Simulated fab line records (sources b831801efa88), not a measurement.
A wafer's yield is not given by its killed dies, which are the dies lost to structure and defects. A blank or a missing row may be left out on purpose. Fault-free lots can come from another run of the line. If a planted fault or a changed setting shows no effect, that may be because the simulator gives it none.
Which tool is to blame? :: flow gf180mcu :: 12 lots with 36 wafers sampled at 5 steps, on a route of 602 steps

WHAT THE GAUGES READ, wafer by wafer
GF_CONTACT_CD_MEAS_14: the cd target is 220 nm.
lot: L798
measured: day 16 05:46
on: cd_sem-02
cd_nm (nm): 222.3 220.2 221.2

lot: L800
measured: day 16 22:47
on: cd_sem-02
cd_nm (nm): 221.7 222.6 221.5

lot: L801
measured: day 17 11:07
on: cd_sem-01
cd_nm (nm): 220.2 219.0 219.7

lot: L802
measured: day 17 15:38
on: cd_sem-02
cd_nm (nm): 221.2 220.0 218.9

lot: L804
measured: day 18 15:37
on: cd_sem-01
cd_nm (nm): 219.0 219.4 220.0

lot: L806
measured: day 19 03:44
on: cd_sem-02
cd_nm (nm): 221.3 219.7 220.0

lot: L807
measured: day 19 15:23
on: cd_sem-02
cd_nm (nm): 220.6 220.3 220.5

lot: L809
measured: day 20 07:10
on: cd_sem-02
cd_nm (nm): 218.9 218.7 219.0

lot: L815
measured: day 22 06:46
on: cd_sem-02
cd_nm (nm): 222.0 220.6 220.2

lot: L818
measured: day 23 05:43
on: cd_sem-02
cd_nm (nm): 216.8 216.6 216.7

lot: L819
measured: day 23 13:29
on: cd_sem-01
cd_nm (nm): 218.3 218.1 218.5

lot: L820
measured: day 24 02:50
on: cd_sem-01
cd_nm (nm): 218.1 219.4 218.7

GF_CONTACT_OVL_MEAS_15.
lot: L798
measured: day 16 05:51
on: overlay-01
CONTACT_OVL (nm): 2 -5 -2

lot: L800
measured: day 16 22:54
on: overlay-02
CONTACT_OVL (nm): 0 0 -3

lot: L801
measured: day 17 11:13
on: overlay-02
CONTACT_OVL (nm): -4 2 3

lot: L802
measured: day 17 15:46
on: overlay-01
CONTACT_OVL (nm): -8 -11 -2

lot: L804
measured: day 18 15:42
on: overlay-01
CONTACT_OVL (nm): -4 -6 -10

lot: L806
measured: day 19 03:51
on: overlay-02
CONTACT_OVL (nm): -5 -11 -8

lot: L807
measured: day 19 15:31
on: overlay-01
CONTACT_OVL (nm): -5 -7 -8

lot: L809
measured: day 20 07:16
on: overlay-02
CONTACT_OVL (nm): 7 0 -2

lot: L815
measured: day 22 06:53
on: overlay-01
CONTACT_OVL (nm): 3 4 1

lot: L818
measured: day 23 05:49
on: overlay-01
CONTACT_OVL (nm): 4 0 2

lot: L819
measured: day 23 13:37
on: overlay-02
CONTACT_OVL (nm): -5 -4 -5

lot: L820
measured: day 24 02:58
on: overlay-01
CONTACT_OVL (nm): -4 0 1

GF_CONTACT_RS_MEAS_25: measurement is done with a four-point probe.
lot: L798
measured: day 16 06:35
on: film_metro-03
CONTACT_W_RS (ohm/sq): 0.386 0.388 0.386

lot: L800
measured: day 16 23:37
on: film_metro-03
CONTACT_W_RS (ohm/sq): 0.382 0.378 0.384

lot: L801
measured: day 17 11:56
on: film_metro-04
CONTACT_W_RS (ohm/sq): 0.385 0.383 0.386

lot: L802
measured: day 17 16:28
on: film_metro-04
CONTACT_W_RS (ohm/sq): 0.381 0.384 0.382

lot: L804
measured: day 18 16:27
on: film_metro-01
CONTACT_W_RS (ohm/sq): 0.376 0.379 0.379

lot: L806
measured: day 19 04:34
on: film_metro-04
CONTACT_W_RS (ohm/sq): 0.383 0.385 0.377

lot: L807
measured: day 19 16:13
on: film_metro-03
CONTACT_W_RS (ohm/sq): 0.378 0.377 0.385

lot: L809
measured: day 20 07:59
on: film_metro-01
CONTACT_W_RS (ohm/sq): 0.379 0.392 0.380

lot: L815
measured: day 22 07:35
on: film_metro-03
CONTACT_W_RS (ohm/sq): 0.614 0.621 0.611

lot: L818
measured: day 23 06:32
on: film_metro-03
CONTACT_W_RS (ohm/sq): 0.369 0.375 0.368

lot: L819
measured: day 23 14:19
on: film_metro-03
CONTACT_W_RS (ohm/sq): 0.612 0.613 0.606

lot: L820
measured: day 24 03:39
on: film_metro-03
CONTACT_W_RS (ohm/sq): 0.379 0.378 0.382

GF_CONTACT_THK_MEAS_26: measures by xrf.
lot: L798
measured: day 16 06:41
on: film_metro-03
CONTACT_W_THK (nm): 300 299 300

lot: L800
measured: day 16 23:43
on: film_metro-03
CONTACT_W_THK (nm): 303 306 302

lot: L801
measured: day 17 12:02
on: film_metro-04
CONTACT_W_THK (nm): 299 300 299

lot: L802
measured: day 17 16:35
on: film_metro-04
CONTACT_W_THK (nm): 303 299 300

lot: L804
measured: day 18 16:33
on: film_metro-01
CONTACT_W_THK (nm): 308 303 304

lot: L806
measured: day 19 04:40
on: film_metro-04
CONTACT_W_THK (nm): 298 296 300

lot: L807
measured: day 19 16:20
on: film_metro-03
CONTACT_W_THK (nm): 303 304 299

lot: L809
measured: day 20 08:05
on: film_metro-01
CONTACT_W_THK (nm): 305 295 303

lot: L815
measured: day 22 07:43
on: film_metro-03
CONTACT_W_THK (nm): 187 185 189

lot: L818
measured: day 23 06:38
on: film_metro-03
CONTACT_W_THK (nm): 313 305 311

lot: L819
measured: day 23 14:26
on: film_metro-03
CONTACT_W_THK (nm): 189 189 189

lot: L820
measured: day 24 03:46
on: film_metro-03
CONTACT_W_THK (nm): 301 304 299

TOOL THAT RAN EACH LOT (tool first, then ch and the chambers of the sampled wafers, then the start)
lot: L798
GF_CONTACT_CVD_24: cvd_w-01 ch 0,1, day 16 06:28

lot: L800
GF_CONTACT_CVD_24: cvd_w-02 ch 0,1, day 16 23:29

lot: L801
GF_CONTACT_CVD_24: cvd_w-01 ch 0,1, day 17 11:49

lot: L802
GF_CONTACT_CVD_24: cvd_w-01 ch 0,1, day 17 16:22

lot: L804
GF_CONTACT_CVD_24: cvd_w-02 ch 0,1, day 18 16:20

lot: L806
GF_CONTACT_CVD_24: cvd_w-02 ch 0, day 19 04:26

lot: L807
GF_CONTACT_CVD_24: cvd_w-02 ch 0,1, day 19 16:07

lot: L809
GF_CONTACT_CVD_24: cvd_w-01 ch 0,1, day 20 07:52

lot: L815
GF_CONTACT_CVD_24: cvd_w-01 ch 1, day 22 07:29

lot: L818
GF_CONTACT_CVD_24: cvd_w-02 ch 0,1, day 23 06:25

lot: L819
GF_CONTACT_CVD_24: cvd_w-01 ch 0,1, day 23 14:13

lot: L820
GF_CONTACT_CVD_24: cvd_w-02 ch 0,1, day 24 03:33
- GF_CONTACT_CVD_24: deposits W, target thk 300 nm, time 90.339 s.

AS READ BY THE TOOLS THEMSELVES (means over the sampled wafers that have a number; for cases with no such wafer, the mark the record gives instead)
GF_CONTACT_CVD_24.
lot: L798
tool: cvd_w-01
heater_power_w (W): 899

lot: L800
tool: cvd_w-02
heater_power_w (W): 916

lot: L801
tool: cvd_w-01
heater_power_w (W): 882

lot: L802
tool: cvd_w-01
heater_power_w (W): 915

lot: L804
tool: cvd_w-02
heater_power_w (W): 863

lot: L806
tool: cvd_w-02
heater_power_w (W): 904

lot: L807
tool: cvd_w-02
heater_power_w (W): 828

lot: L809
tool: cvd_w-01
heater_power_w (W): 905

lot: L815
tool: cvd_w-01
heater_power_w (W): 852

lot: L818
tool: cvd_w-02
heater_power_w (W): 880

lot: L819
tool: cvd_w-01
heater_power_w (W): 921

lot: L820
tool: cvd_w-02
heater_power_w (W): 871

THE ANSWER, worked out from the rows above alone
Rule: usual is defined by the lots themselves. The widest of any qualifying gaps counts: lots, ordered by their means at a reading, are off when they make up no more than a third of the lots, leave a main group of 4 or more, and stand apart from it by 3 or more times the standard deviation of that group's means. A main group whose means are all the same, to the digits that the tables above print for the reading, isn't used. Also off: a lot with no number at a reading for which 4 or more lots have one. Where the step has rows for the other lots, those lots are counted as sound. After the gauges, taken in route order, come the tools' own readings; for these a lot's mean is taken, as printed above. At the first step where some lot is off, the reading lying furthest off is the one used; lots without a number count as furthest.
Off: L815, L819, seen at GF_CONTACT_RS_MEAS_25 (CONTACT_W_RS). Mean 0.381 ohm/sq and standard deviation 0.0042 in the main group.
A tool fits if, at a process step before that reading, it ran every lot that is off, and no sound lot after the first of them. Those tools and the gauges at GF_CONTACT_RS_MEAS_25 are tried in the same way. One fits: cvd_w-01 at GF_CONTACT_CVD_24. A fault onset in the window from L809 (day 20 07:52, its last sound lot) to L815 (day 22 07:29, its first lot off) fits.

WHAT HAD BEEN PUT IN BY THE SIMULATOR
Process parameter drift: cvd_w-01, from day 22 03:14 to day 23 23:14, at GF_CONTACT_CVD_24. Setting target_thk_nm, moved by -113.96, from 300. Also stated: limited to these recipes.
Struck lots among those shown: L815, L819. Same finding as the rule above.
